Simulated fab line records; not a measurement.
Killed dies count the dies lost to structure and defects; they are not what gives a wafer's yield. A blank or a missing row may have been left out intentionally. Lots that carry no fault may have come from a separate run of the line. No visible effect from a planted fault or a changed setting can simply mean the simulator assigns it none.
fab line records	flow sky130
record: lots: 5	wafers: 15	last-day: 49
route steps=708 shown VIA2@511 METAL3@532 CAPM@537 PAD_OPEN@708
lots with no fault: from the same line, run without faults
start-h: start of the lot's first displayed wafer, in hours after the record's first day	wait-h: how many hours have passed since the lot's step before this one	" unchanged from the row above	L1.1+2: several wafers, shown together as one row	- no value, or no start given	* or withheld: withheld	< > ~ a bound
route shown NAME@n: a module of which the file shows steps, and the number in the route of the first	usual: mean/standard deviation of fault-free wafers	same: alike in all rows	chamber/n: place in a boat	sites: per-site readings	_std_site: their standard deviation	_edge_site: mean of outer sites minus mean of inner sites	radius-mm: for every site, how far away it sits from the centre of the wafer	mask NAME#n: copy n	behind: tool/chamber where the wafer was last shaped	hold: what put the lot on hold/how long, in hours/how the hold closed	device: the transistor (n, p or np) that didn't switch	end of line: tests run on the same wafers once the route is complete	where a step has no rows: the recipe by itself	killed: dies that structure and defects cost at the first sort, which is not the same as the wafer's yield	map: the dies of a wafer, with x for killed, . for not killed, _ for no die there
set.NAME: the setting that was run; set.NAME@STEP: the one run at that earlier step	model.NAME: the simulator's own value behind a step, which no gauge read
lots seen at some steps along the route; tables by step, rows by wafer
services: when a tool's chamber went out of use (start-h, in hours from the record's first day, below 0 if earlier), for how many hours, and the reason
== steps ==
step: SKY_VIA2_DEHYDRATE_04
recipe: temp-c: 200	time-s: 60
step: SKY_VIA2_HMDS_05
recipe: prime-time-s: 60	prime-temp-c: 120
step: SKY_VIA2_COAT_06
recipe: resist: BARC	temp-c: withheld	time-s: withheld	spin-rpm: 3000	resist-thk-nm: 60
step: SKY_VIA2_COAT_07
recipe: resist: KrF-thick	spin-rpm: 3000	resist-thk-nm: 450
step: SKY_VIA2_SOFTBAKE_08
recipe: temp-c: 100	time-s: 90	resist: KrF-thick
step: SKY_VIA2_EXPOSE_09
recipe: mask-id: VIM2	na: 0.8	source-shape: annular	sigma-inner: 0.55	sigma-outer: 0.85	target-cd-nm: 200	dose-mj: 38
step: SKY_VIA2_PEB_10
recipe: peb-temp-c: withheld	peb-time-s: withheld	resist: KrF-thick
step: SKY_VIA2_DEVELOP_11
recipe: develop-time-s: 60	resist: KrF-thick	dev-temp-c: 21
step: SKY_VIA2_CD_MEAS_12
recipe: target-cd-nm: 200
usual: cd-nm: 200.0/1.2
lot.wafer	tool	chamber	start-h	wait-h	cd-nm
L641.4	cd-sem-01	-	857.04	-	197.5
L641.5	"	-	"	"	198.8
L641.6	"	-	"	"	199.6
L644.2	cd-sem-01	-	867.60	-	200.2
L644.3	"	-	"	"	200.6
L644.6	"	-	"	"	199.5
L650.1	cd-sem-02	-	916.03	-	200.1
L650.2	"	-	"	"	200.7
L650.3	"	-	"	"	201.5
L653.2	cd-sem-02	-	947.69	-	200.1
L653.4	"	-	"	"	198.2
L653.6	"	-	"	"	198.8
L660.1	cd-sem-01	-	984.67	-	201.0
L660.3	"	-	"	"	201.2
L660.4	"	-	"	"	201.8
step: SKY_VIA2_OVL_MEAS_13
usual: VIA2_OVL: -1/5.5
lot.wafer	tool	chamber	start-h	wait-h	VIA2_OVL[nm]
L641.4	overlay-01	-	857.11	0.1	-8
L641.5	"	-	"	"	2
L641.6	"	-	"	"	-2
L644.2	overlay-01	-	867.70	0.1	-8
L644.3	"	-	"	"	1
L644.6	"	-	"	"	-11
L650.1	overlay-01	-	916.15	0.1	0
L650.2	"	-	"	"	9
L650.3	"	-	"	"	7
L653.2	overlay-02	-	947.79	0.1	-3
L653.4	"	-	"	"	2
L653.6	"	-	"	"	0
L660.1	overlay-01	-	984.79	0.1	-3
L660.3	"	-	"	"	1
L660.4	"	-	"	"	-9
step: SKY_VIA2_ETCH_14
recipe: chemistry: N2/H2	target: BARC	ion-energy-ev: 200	source-w: 500	bias-w: 100	pressure-mtorr: 30	n2-flow-sccm: 100	h2-flow-sccm: 200	stop-on: SiO2	time-s: 45.9	target-depth-a: 600
usual: drypump-motor-current-A: 5.74/0.25	n2-flow-sccm: 100.0/0.31	oes-product-au: 0.856/0.0046	throttle-valve-pct: 13.223/0.01
lot.wafer	tool	chamber	start-h	wait-h	drypump-motor-current-A	n2-flow-sccm	oes-product-au	rf-hours-counter-h	throttle-valve-pct
L641.4	rie-diel-01	3	857.13	0.0	5.81	99.7	0.851	15	13.239
L641.5	"	3	"	"	5.81	99.4	0.852	-	13.236
L641.6	"	0	"	"	5.70	99.2	0.863	-	13.220
L644.2	rie-diel-02	2	867.73	0.0	5.75	100.6	0.850	10	13.220
L644.3	"	0	"	"	5.52	100.1	0.854	4	13.214
L644.6	"	1	"	"	5.66	99.9	0.858	-	13.211
L650.1	rie-diel-01	1	916.18	0.0	5.40	100.1	0.853	22	13.232
L650.2	"	3	"	"	5.85	100.1	0.857	17	13.231
L650.3	"	2	"	"	5.84	100.5	0.855	25	13.223
L653.2	rie-diel-03	0	947.82	0.0	5.19	99.9	0.856	11	13.212
L653.4	"	1	"	"	5.74	99.7	0.861	6	13.232
L653.6	"	0	"	"	5.26	100.0	0.852	-	13.227
L660.1	rie-diel-03	2	984.82	0.0	6.21	100.3	0.852	19	13.220
L660.3	"	0	"	"	5.16	100.2	0.851	13	13.231
L660.4	"	3	"	"	6.21	99.8	0.862	28	13.218
step: SKY_VIA2_ETCH_15
recipe: target: SiO2	chemistry: C4F8/O2/Ar	target-depth-nm: 546	stop-on: TiN	mask-material: KrF-thick	source-w: 1500	bias-w: 1200	pressure-mtorr: 40	c4f8-flow-sccm: withheld	O2_flow_sccm: 6	Ar_flow_sccm: 300	time-s: 84
step: SKY_VIA2_STRIP_16
recipe: chemistry: O2/N2	power-w: 1400	pressure-mtorr: 1500	platen-temp-c: withheld	o2-flow-sccm: 3000	n2-flow-sccm: 300	overash-fraction: 0.5
usual: drypump-motor-current-A: 5.56/0.25	n2-flow-sccm: 300.0/0.85	o2-flow-sccm: 3001/9.7	oes-product-au: 0.398/0.0047	strip-time-to-endpoint-s: 4.066/0.029
lot.wafer	tool	chamber	start-h	wait-h	drypump-motor-current-A	n2-flow-sccm	o2-flow-sccm	oes-product-au	rf-hours-counter-h	strip-time-to-endpoint-s
L641.4	plasma-asher-01	0	857.27	0.1	5.35	299.7	3018	0.399	-	4.055
L641.5	"	0	"	"	5.36	300.8	3018	0.394	-	4.078
L641.6	"	1	"	"	5.84	298.8	3000	0.400	-	4.061
L644.2	plasma-asher-01	0	867.84	0.0	5.33	299.7	3005	0.407	43	4.076
L644.3	"	1	"	"	5.81	299.8	2999	0.396	-	4.076
L644.6	"	1	"	"	5.84	299.0	2996	0.390	-	4.052
L650.1	plasma-asher-03	0	916.29	0.0	5.35	299.4	3007	0.401	107	4.051
L650.2	"	1	"	"	5.18	300.7	3006	0.397	107	4.061
L650.3	"	0	"	"	5.39	300.1	3004	0.396	-	4.040
L653.2	plasma-asher-01	0	947.93	0.0	5.33	299.3	2997	0.399	50	4.114
L653.4	"	0	"	"	5.34	299.4	2990	0.399	-	4.096
L653.6	"	1	"	"	5.80	300.1	2999	0.404	-	4.121
L660.1	plasma-asher-03	1	984.93	0.0	5.19	299.9	3012	0.399	114	4.114
L660.3	"	1	"	"	5.21	300.3	3008	0.400	-	4.125
L660.4	"	0	"	"	5.39	299.5	2993	0.397	-	4.055
step: SKY_VIA2_STRIP_17
recipe: chemistry: post-etch-residue-remover	time-s: 1200	temp-c: 72.5
step: SKY_VIA2_CLEAN_18
recipe: chemistry: IPA	time-s: 180	temp-c: 25
step: SKY_VIA2_CLEAN_19
recipe: chemistry: O3/DIW	dry: n2-spin
step: SKY_VIA2_SPUTTER_20
recipe: material: TiN	target-thk-nm: 20	chamber-pressure-pa: 5	power-w: 4000	time-s: 80
usual: chamber-pressure-pa: 5.000/0.01	throttle-valve-pct: 29.1/0.87
lot.wafer	tool	chamber	start-h	wait-h	chamber-pressure-pa	throttle-valve-pct
L641.4	pvd-sputter-03	-	857.86	0.0	4.984	29.9
L641.5	"	-	"	"	4.998	28.3
L641.6	"	-	"	"	4.998	29.4
L644.2	pvd-sputter-01	-	868.47	0.0	5.007	29.7
L644.3	"	-	"	"	4.996	30.4
L644.6	"	-	"	"	5.006	30.8
L650.1	pvd-sputter-02	-	917.22	0.0	5.006	28.6
L650.2	"	-	"	"	5.003	28.9
L650.3	"	-	"	"	5.000	28.4
L653.2	pvd-sputter-03	-	948.52	0.0	4.992	29.8
L653.4	"	-	"	"	4.986	28.1
L653.6	"	-	"	"	4.995	29.3
L660.1	pvd-sputter-02	-	985.52	0.0	4.979	28.8
L660.3	"	-	"	"	5.000	28.8
L660.4	"	-	"	"	5.016	28.8
step: SKY_VIA2_CVD_21
recipe: material: W	target-thk-nm: 420	time-s: 126.4	temp-c: 400	pressure-torr: 40
step: SKY_VIA2_RS_MEAS_22
recipe: thk-meas-gauge: four-point-probe	reads: W_of_VIA2_CVD_21+TiN_of_VIA2_SPUTTER_20
usual: VIA2_W_RS: 0.2739/0.0028
lot.wafer	tool	chamber	start-h	wait-h	VIA2_W_RS[ohm/sq]
L641.4	film-metro-01	-	858.08	0.1	0.2710
L641.5	"	-	"	"	0.2679
L641.6	"	-	"	"	0.2729
L644.2	film-metro-03	-	868.69	0.1	0.2779
L644.3	"	-	"	"	0.2784
L644.6	"	-	"	"	0.2766
L650.1	film-metro-03	-	917.41	0.1	0.2733
L650.2	"	-	"	"	0.2765
L650.3	"	-	"	"	0.2739
L653.2	film-metro-01	-	948.73	0.1	0.2693
L653.4	"	-	"	"	0.2697
L653.6	"	-	"	"	0.2718
L660.1	film-metro-01	-	985.71	0.1	0.2753
L660.3	"	-	"	"	0.2752
L660.4	"	-	"	"	0.2725
step: SKY_VIA2_THK_MEAS_23
recipe: thk-meas-gauge: xrf	reads: W_of_VIA2_CVD_21
usual: VIA2_W_THK: 424/6.6
lot.wafer	tool	chamber	start-h	wait-h	VIA2_W_THK[nm]
L641.4	film-metro-01	-	858.17	0.1	425
L641.5	"	-	"	"	430
L641.6	"	-	"	"	427
L644.2	film-metro-03	-	868.80	0.1	421
L644.3	"	-	"	"	422
L644.6	"	-	"	"	422
L650.1	film-metro-03	-	917.53	0.1	424
L650.2	"	-	"	"	420
L650.3	"	-	"	"	420
L653.2	film-metro-01	-	948.84	0.1	435
L653.4	"	-	"	"	436
L653.6	"	-	"	"	432
L660.1	film-metro-01	-	985.83	0.1	420
L660.3	"	-	"	"	420
L660.4	"	-	"	"	420
step: SKY_VIA2_CMP_24
recipe: stop-on: SiO2	t-overpolish-s: 20	down-force-psi: 3.5	platen-rpm: 60	target-thk-nm: 0	pad-velocity-m-s: 0.94248
step: SKY_METAL3_SPUTTER_00
recipe: material: Ti	target-thk-nm: 15	power-w: 3000	time-s: 10	chamber-pressure-pa: 0.4
usual: chamber-pressure-pa: 0.4000/0.00073	throttle-valve-pct: 29.3/0.92
lot.wafer	tool	chamber	start-h	wait-h	chamber-pressure-pa	throttle-valve-pct
L641.4	pvd-sputter-03	-	858.51	0.2	0.3997	28.1
L641.5	"	-	"	"	0.4007	29.3
L641.6	"	-	"	"	0.3993	29.8
L644.2	pvd-sputter-02	-	869.15	0.1	0.4002	28.6
L644.3	"	-	"	"	0.3998	28.9
L644.6	"	-	"	"	0.3993	28.4
L650.1	pvd-sputter-03	-	917.89	0.1	0.4007	30.8
L650.2	"	-	"	"	0.3989	28.2
L650.3	"	-	"	"	0.3997	29.6
L653.2	pvd-sputter-02	-	949.19	0.2	0.4006	28.4
L653.4	"	-	"	"	0.3998	28.3
L653.6	"	-	"	"	0.4003	28.6
L660.1	pvd-sputter-04	-	986.19	0.1	0.3997	30.0
L660.3	"	-	"	"	0.4008	29.6
L660.4	"	-	"	"	0.3996	29.6
step: SKY_METAL3_SPUTTER_01
recipe: material: TiN	target-thk-nm: 20	power-w: 6500	time-s: 16.7	chamber-pressure-pa: 0.4
step: SKY_METAL3_SPUTTER_02
recipe: material: AlCu	target-thk-nm: 735	power-w: 10600	time-s: 39.1	chamber-pressure-pa: 0.4
step: SKY_METAL3_SPUTTER_03
recipe: material: Ti	target-thk-nm: 5	power-w: 3000	time-s: 3.3	chamber-pressure-pa: 0.4
step: SKY_METAL3_SPUTTER_04
recipe: material: TiN	target-thk-nm: 70	power-w: 6500	time-s: 58.3	chamber-pressure-pa: 0.4
usual: chamber-pressure-pa: 0.4000/0.00068	throttle-valve-pct: 29.3/0.94
lot.wafer	tool	chamber	start-h	wait-h	chamber-pressure-pa	throttle-valve-pct
L641.4	pvd-sputter-03	-	858.63	0.0	0.4006	28.1
L641.5	"	-	"	"	0.3995	29.3
L641.6	"	-	"	"	0.3992	29.6
L644.2	pvd-sputter-02	-	869.25	0.0	0.4001	28.4
L644.3	"	-	"	"	0.4011	28.9
L644.6	"	-	"	"	0.4000	28.7
L650.1	pvd-sputter-03	-	918.00	0.0	0.3993	30.9
L650.2	"	-	"	"	0.3990	28.1
L650.3	"	-	"	"	0.3999	29.9
L653.2	pvd-sputter-02	-	949.30	0.0	0.4002	28.3
L653.4	"	-	"	"	0.4006	28.4
L653.6	"	-	"	"	0.4002	28.8
L660.1	pvd-sputter-04	-	986.30	0.0	0.3996	30.0
L660.3	"	-	"	"	0.4009	29.8
L660.4	"	-	"	"	0.4001	29.5
step: SKY_CAPM_CVD_00
recipe: material: SiO2	target-thk-nm: 15.5	temp-c: 400	time-s: withheld	rf-w: 450
usual: heater-power-w: 698/83
lot.wafer	tool	chamber	start-h	wait-h	heater-power-w
L641.4	pecvd-03	0	858.67	0.0	643
L641.5	"	2	"	"	779
L641.6	"	1	"	"	814
L644.2	pecvd-04	1	869.30	0.0	614
L644.3	"	2	"	"	647
L644.6	"	0	"	"	669
L650.1	pecvd-02	1	918.05	0.0	671
L650.2	"	0	"	"	773
L650.3	"	2	"	"	662
L653.2	pecvd-04	0	949.34	0.0	600
L653.4	"	0	"	"	592
L653.6	"	0	"	"	593
L660.1	pecvd-02	0	986.35	0.0	789
L660.3	"	2	"	"	720
L660.4	"	2	"	"	728
step: SKY_CAPM_THK_MEAS_01
recipe: reads: SiO2_of_CAPM_CVD_00
usual: CAPM_CVD_00_THK: 15.41/0.23
lot.wafer	tool	chamber	start-h	wait-h	CAPM_CVD_00_THK[nm]
L641.4	film-metro-04	-	858.71	-	15.29
L641.5	"	-	"	"	15.03
L641.6	"	-	"	"	15.35
L644.2	film-metro-01	-	869.33	-	15.01
L644.3	"	-	"	"	15.16
L644.6	"	-	"	"	15.69
L650.1	film-metro-01	-	918.07	-	15.15
L650.2	"	-	"	"	15.17
L650.3	"	-	"	"	15.03
L653.2	film-metro-04	-	949.39	-	15.22
L653.4	"	-	"	"	15.54
L653.6	"	-	"	"	15.75
L660.1	film-metro-04	-	986.37	-	15.12
L660.3	"	-	"	"	15.01
L660.4	"	-	"	"	15.36
step: SKY_CAPM_SPUTTER_02
recipe: material: TiN	target-thk-nm: 200	temp-c: 300	power-w: 6500	time-s: 166.7	chamber-pressure-pa: 0.4
step: SKY_CAPM_RS_MEAS_03
recipe: thk-meas-gauge: four-point-probe	reads: TiN_of_CAPM_SPUTTER_02
usual: CAPM_TIN_RS: 6.91/0.071
lot.wafer	tool	chamber	start-h	wait-h	CAPM_TIN_RS[ohm/sq]
L641.4	film-metro-01	-	858.91	0.1	6.94
L641.5	"	-	"	"	6.90
L641.6	"	-	"	"	7.00
L644.2	film-metro-04	-	869.51	0.1	6.86
L644.3	"	-	"	"	6.92
L644.6	"	-	"	"	6.92
L650.1	film-metro-04	-	918.24	0.1	6.84
L650.2	"	-	"	"	6.82
L650.3	"	-	"	"	6.87
L653.2	film-metro-03	-	949.57	0.1	6.96
L653.4	"	-	"	"	6.91
L653.6	"	-	"	"	6.94
L660.1	film-metro-03	-	986.54	0.1	6.83
L660.3	"	-	"	"	6.89
L660.4	"	-	"	"	6.81
step: SKY_CAPM_THK_MEAS_04
recipe: thk-meas-gauge: xrf	reads: TiN_of_CAPM_SPUTTER_02
usual: CAPM_TIN_THK: 197.0/2
lot.wafer	tool	chamber	start-h	wait-h	CAPM_TIN_THK[nm]
L641.4	film-metro-01	-	859.00	0.1	195.5
L641.5	"	-	"	"	196.7
L641.6	"	-	"	"	194.9
L644.2	film-metro-04	-	869.62	0.1	197.7
L644.3	"	-	"	"	196.5
L644.6	"	-	"	"	197.1
L650.1	film-metro-04	-	918.36	0.1	199.5
L650.2	"	-	"	"	199.8
L650.3	"	-	"	"	196.8
L653.2	film-metro-03	-	949.68	0.1	195.2
L653.4	"	-	"	"	197.4
L653.6	"	-	"	"	197.2
L660.1	film-metro-03	-	986.66	0.1	199.8
L660.3	"	-	"	"	198.5
L660.4	"	-	"	"	200.0
step: SKY_CAPM_DEHYDRATE_05
recipe: temp-c: 200	time-s: 60
step: SKY_CAPM_HMDS_06
recipe: prime-time-s: 60	prime-temp-c: 120
step: SKY_CAPM_COAT_07
recipe: resist: NOVOLAK	spin-rpm: 3000	resist-thk-nm: 1140
step: SKY_CAPM_SOFTBAKE_08
recipe: temp-c: 90	time-s: 60	resist: NOVOLAK
step: SKY_CAPM_EXPOSE_09
recipe: mask-id: CAPM	na: 0.6	source-shape: conventional	sigma-outer: 0.6	polarization: unpolarized	target-cd-nm: 1000	dose-mj: 159
step: SKY_CAPM_PEB_10
recipe: temp-c: withheld	time-s: *	resist: NOVOLAK
step: SKY_CAPM_DEVELOP_11
recipe: resist: NOVOLAK	developer: TMAH	develop-time-s: 60	dev-temp-c: 23
step: SKY_CAPM_OVL_MEAS_12
usual: CAPM_OVL: 0.1/1.5
lot.wafer	tool	chamber	start-h	wait-h	CAPM_OVL[nm]
L641.4	overlay-01	-	885.02	0.1	-0.7
L641.5	"	-	"	"	-2.5
L641.6	"	-	"	"	-2.2
L644.2	overlay-02	-	894.66	0.1	0.9
L644.3	"	-	"	"	0.2
L644.6	"	-	"	"	1.3
L650.1	overlay-02	-	942.78	0.1	-2.4
L650.2	"	-	"	"	-2.0
L650.3	"	-	"	"	-2.1
L653.2	overlay-02	-	973.16	0.1	1.7
L653.4	"	-	"	"	2.6
L653.6	"	-	"	"	2.0
L660.1	overlay-01	-	1009.18	0.1	-0.2
L660.3	"	-	"	"	-1.0
L660.4	"	-	"	"	-1.6
step: SKY_CAPM_METAL_ETCH_13
recipe: target-depth-nm: 220	stop-on: SiO2	chemistry: Cl2/BCl3	target: TiN	pressure-mtorr: 10	icp-w: 900	bias-w: 48.5	Cl2_flow_sccm: 60	bcl3-flow-sccm: 30	time-s: 62.9
step: SKY_CAPM_STRIP_14
recipe: chemistry: O2/N2	power-w: 1400	pressure-mtorr: 1500	platen-temp-c: withheld	o2-flow-sccm: 3000	n2-flow-sccm: 300	overash-fraction: 0.5
step: SKY_CAPM_STRIP_15
recipe: chemistry: post-etch-residue-remover	time-s: 1200	temp-c: 72.5
step: SKY_PAD_OPEN_PROBE_99
usual: defect-limited-yield: 82.3/1.9	killed_at_M0_to_M3: 44/6.9	killed_at_M4_up: 3.3/2.1	killed-at-contacts: 24/4.8	killed-at-front-end: 15/4.4	killed-dies: 87/9.5	killed-open: 48/6.5	killed-short: 39/6.3	sort_bin_3_pad_short: 0.9/0.48	sort_bin_5_function: 10.5/1.5	sort_bin_6_memory: 6.3/1.1	sort-n-pass: 405/9.5	sort-yield-pct: 82.3/1.9
same: gross-dies: 492	killed-at-back-side: 0	killed-at-other: 0	sort_bin_4_leakage[%]: 0	sort_bin_8_speed[%]: 0
lot.wafer	tool	chamber	start-h	wait-h	defect-limited-yield[%]	killed_at_M0_to_M3	killed_at_M4_up	killed-at-contacts	killed-at-front-end	killed-dies	killed-open	killed-short	sort_bin_3_pad_short[%]	sort_bin_5_function[%]	sort_bin_6_memory[%]	sort-n-pass	sort-yield-pct[%]	model.etest.tester.sort-n-pass	model.etest.tester.sort-yield-pct	model.etest.tester.sort_bin_3_pct	model.etest.tester.sort_bin_5_pct
L641.4	prober-01	-	1084.68	0.2	79.7	43	4	35	18	100	52	48	0.6	12.4	7.3	392	79.7	392	79.67	0.6098	12.4
L641.5	prober-01	-	1084.73	0.2	79.1	54	5	32	12	103	51	52	2.0	12.4	6.5	389	79.1	389	79.06	2.033	12.4
L641.6	prober-01	-	1084.78	0.2	84.1	35	5	20	18	78	41	37	0.6	9.6	5.7	414	84.1	414	84.15	0.6098	9.553
L644.2	prober-01	-	1089.45	0.1	81.9	40	5	36	8	89	47	42	1.0	11.0	6.1	403	81.9	403	81.91	1.016	10.98
L644.3	prober-01	-	1089.50	0.2	84.1	40	3	21	14	78	45	33	1.0	10.0	4.9	414	84.1	414	84.15	1.016	9.959
L644.6	prober-01	-	1089.65	0.2	81.5	49	2	27	13	91	47	44	0.8	11.4	6.3	401	81.5	401	81.5	0.813	11.38
L650.1	prober-01	-	1127.82	0.1	83.3	43	1	27	11	82	48	34	0.6	8.7	7.3	410	83.3	410	83.33	0.6098	8.74
L650.2	prober-01	-	1127.87	0.1	81.9	44	1	23	21	89	53	36	0.4	11.2	6.5	403	81.9	403	81.91	0.4065	11.18
L650.3	prober-01	-	1127.92	0.2	80.5	46	5	30	15	96	46	50	1.4	11.4	6.7	396	80.5	396	80.49	1.423	11.38
L653.2	prober-02	-	1153.55	0.1	81.1	40	6	23	24	93	49	44	0.8	11.8	6.3	399	81.1	399	81.1	0.813	11.79
L653.4	prober-02	-	1153.65	0.2	83.3	39	4	19	20	82	41	41	1.6	9.1	5.9	410	83.3	410	83.33	1.626	9.146
L653.6	prober-02	-	1153.75	0.2	75.6	84	1	15	20	120	39	40	5.3	14.6	4.5	372	75.6	372	75.61	5.285	14.63
L660.1	prober-01	-	1179.99	0.1	84.1	34	1	24	19	78	46	32	0.6	11.8	3.5	414	84.1	414	84.15	0.6098	11.79
L660.3	prober-01	-	1180.09	0.2	84.6	33	0	27	16	76	39	37	0.6	8.1	6.7	416	84.6	416	84.55	0.6098	8.13
L660.4	prober-01	-	1180.14	0.2	81.9	45	2	26	16	89	56	33	0.8	11.0	6.3	403	81.9	403	81.91	0.813	10.98
killed by level:class
L641.4 CONTACT:geometric-particle:open=10 CONTACT:geometric-particle:short=9 LI_CONTACT:geometric-particle:open=8 VIA1:geometric-particle:open=8 FIELD_ISO:geometric-particle:short=7 METAL2:geometric-particle:short=7 LOCAL_INTERCONNECT:geometric-particle:short=6 VIA2:geometric-particle:open=6
L641.5 VIA1:geometric-particle:open=10 CONTACT:geometric-particle:open=9 CONTACT:geometric-particle:short=8 METAL1:geometric-particle:short=8 VIA1:geometric-particle:short=8 LI_CONTACT:geometric-particle:open=7 LOCAL_INTERCONNECT:geometric-particle:short=6 METAL2:geometric-particle:short=6
L641.6 CONTACT:geometric-particle:open=9 POLY_GATE:geometric-particle:open=7 VIA1:geometric-particle:open=7 FIELD_ISO:geometric-particle:open=5 VIA1:geometric-particle:short=5 CONTACT:geometric-particle:short=5 METAL1:geometric-particle:short=5 POLY_GATE:geometric-particle:short=4
L644.2 VIA1:geometric-particle:open=14 CONTACT:geometric-particle:open=11 LI_CONTACT:geometric-particle:open=8 CONTACT:geometric-particle:short=8 METAL1:geometric-particle:short=5 LI_CONTACT:geometric-particle:short=4 METAL2:geometric-particle:short=4 VIA3:geometric-particle:short=4
L644.3 VIA1:geometric-particle:open=8 CONTACT:geometric-particle:open=7 VIA3:geometric-particle:open=6 CONTACT:geometric-particle:short=6 POLY_GATE:geometric-particle:open=5 METAL1:geometric-particle:short=5 VIA2:geometric-particle:short=4 FIELD_ISO:geometric-particle:open=3
L644.6 LI_CONTACT:geometric-particle:open=9 METAL2:geometric-particle:short=9 VIA1:geometric-particle:open=8 CONTACT:geometric-particle:open=7 METAL1:geometric-particle:short=6 VIA2:geometric-particle:short=6 VIA1:geometric-particle:short=5 VIA3:geometric-particle:open=5
L650.1 LI_CONTACT:geometric-particle:open=9 VIA1:geometric-particle:open=8 VIA2:geometric-particle:open=8 VIA3:geometric-particle:open=7 CONTACT:geometric-particle:short=6 CONTACT:geometric-particle:open=6 VIA1:geometric-particle:short=6 LOCAL_INTERCONNECT:geometric-particle:short=4
L650.2 VIA1:geometric-particle:open=11 FIELD_ISO:geometric-particle:open=9 LI_CONTACT:geometric-particle:open=7 VIA3:geometric-particle:short=7 VIA2:geometric-particle:open=6 CONTACT:geometric-particle:open=6 CONTACT:geometric-particle:short=5 POLY_GATE:geometric-particle:open=4
L650.3 VIA1:geometric-particle:open=11 LI_CONTACT:geometric-particle:open=7 CONTACT:geometric-particle:short=7 METAL2:geometric-particle:short=7 VIA2:geometric-particle:open=7 FIELD_ISO:geometric-particle:short=6 VIA3:geometric-particle:short=5 CONTACT:geometric-particle:open=5
L653.2 LI_CONTACT:geometric-particle:open=9 CONTACT:geometric-particle:open=8 VIA1:geometric-particle:open=7 FIELD_ISO:geometric-particle:short=6 POLY_GATE:geometric-particle:open=6 METAL2:geometric-particle:short=6 METAL1:geometric-particle:short=6 VIA2:geometric-particle:open=6
L653.4 VIA1:geometric-particle:open=9 VIA2:geometric-particle:open=6 VIA3:geometric-particle:short=6 POLY_GATE:geometric-particle:short=5 CONTACT:geometric-particle:open=5 CONTACT:geometric-particle:short=5 METAL1:geometric-particle:short=5 VIA2:geometric-particle:short=5
L653.6 VIA2:unspecified=41 VIA1:geometric-particle:open=10 METAL2:geometric-particle:short=8 FIELD_ISO:geometric-particle:short=7 CONTACT:geometric-particle:open=5 METAL1:geometric-particle:short=5 FIELD_ISO:geometric-particle:open=4 LI_CONTACT:geometric-particle:open=4
L660.1 VIA1:geometric-particle:open=12 POLY_GATE:geometric-particle:open=10 LI_CONTACT:geometric-particle:open=7 CONTACT:geometric-particle:open=7 LOCAL_INTERCONNECT:geometric-particle:short=5 METAL2:geometric-particle:short=5 FIELD_ISO:geometric-particle:short=4 CONTACT:geometric-particle:short=4
L660.3 CONTACT:geometric-particle:open=10 VIA1:geometric-particle:open=8 VIA1:geometric-particle:short=7 LI_CONTACT:geometric-particle:open=5 CONTACT:geometric-particle:short=5 FIELD_ISO:geometric-particle:open=4 FIELD_ISO:geometric-particle:short=4 POLY_GATE:geometric-particle:open=4
L660.4 CONTACT:geometric-particle:open=14 VIA1:geometric-particle:open=14 VIA2:geometric-particle:open=11 LI_CONTACT:geometric-particle:open=5 FIELD_ISO:geometric-particle:short=4 POLY_GATE:geometric-particle:open=4 POLY_GATE:geometric-particle:short=4 METAL1:geometric-particle:short=4
map L653.6 (x killed, . not)
__________..x...x..._________
________...xx......x.._______
______.....x.x.....x...._____
_____..x.....x...........____
____..................xx..___
___........x...xx...x...x..__
__...x......x........x...x.._
_..xx.x...x.............x....
_.......x..x.........x.x.x...
_..xx......x..x..x...x....x..
_......x...x..........xx.....
_.......x..........x.x...xxxx
_.x....................xxxxxx
_....x..............xxxxxxxxx
_.......x...x.......xxxxxxxxx
__..............x.....xxxxxx_
___..x.x.....x.........xxxx__
____...x.x.......xx..xxxxx___
_____xxx..x..x.x...x.....____
______.x.xx..x....x.x.x._____
________..x.......x.x._______
__________...xx..x.._________
map L644.6 (x killed, . not)
__________x.......x._________
________.x.......xx..._______
______x...x..xxxx.x....._____
_____..............x.x...____
____..............x.......___
___.x............x.x..x.xx.__
__.......x..xx.x...........x_
_..x.......x..xxx.xx.........
_.......x.x..x..x......x.....
_..x................xx.......
_.....xx..........xx.........
_.........x.........x..x.x...
_..x..............x....xx....
_x.x........x......xxx....x.x
_......x..x........xxx.......
__......x.x.....x.....xx...._
___..x.....xx.........x....__
____...........x..x...xx..___
_____....x..x............____
______x...x...........xx_____
________x....x..xx...._______
__________....x.x..._________
== services ==
tool	chamber	start-h	hours	kind
rie-diel-02	0	850.64	8.4	repair
rie-diel-02	2	850.67	4.4	repair
rie-diel-02	1	869.04	123.3	repair
rie-diel-01	0	875.66	63.3	repair
pecvd-04	2	889.92	2.1	scheduled-down
rie-diel-01	-	898.31	15.6	pm
pecvd-02	2	902.77	5.5	scheduled-down
plasma-asher-01	-	913.27	14.6	pm
pvd-sputter-02	-	913.45	2.1	repair
pvd-sputter-01	-	917.61	70.1	repair
rie-diel-01	2	926.76	5.8	repair
rie-diel-01	1	927.84	7.1	repair
pecvd-04	1	928.73	5.0	scheduled-down
pvd-sputter-04	-	931.62	4.3	repair
rie-diel-01	0	938.98	-	clean
rie-diel-01	0	938.98	15.6	scheduled-down
pecvd-03	-	943.70	0.3	repair
pecvd-02	2	949.10	2.3	repair
pvd-sputter-02	-	960.08	1.2	repair
pvd-sputter-03	-	969.41	24.1	repair
rie-diel-02	0	970.01	13.3	repair
pvd-sputter-02	-	974.01	4.9	repair
pecvd-03	0	985.48	8.2	repair
rie-diel-03	3	986.10	3.6	repair
== key ==
first-sign: step: SKY_PAD_OPEN_PROBE_99	reading: sort_bin_3_pad_short	direction: up	sigmas: 9.2	usual: 0.9	struck: 5.3
effect: step: SKY_PAD_OPEN_PROBE_99	reading: killed_at_M0_to_M3	direction: up	sigmas: 5.8	usual: 44	struck: 84
model-effect: step: SKY_PAD_OPEN_PROBE_99	value: etest.tester.sort-n-pass	without: 401	struck: 372
met-at SKY_VIA2_STRIP_16
struck-wafers L653.6
onset-between 867.84 947.93
fault: kind: chamber-particle-source	tool: plasma-asher-01	chamber: 1	onset-h: 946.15	steps: SKY_VIA2_STRIP_16	rate-per-visit-cm2: 2.2314	end-h: 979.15
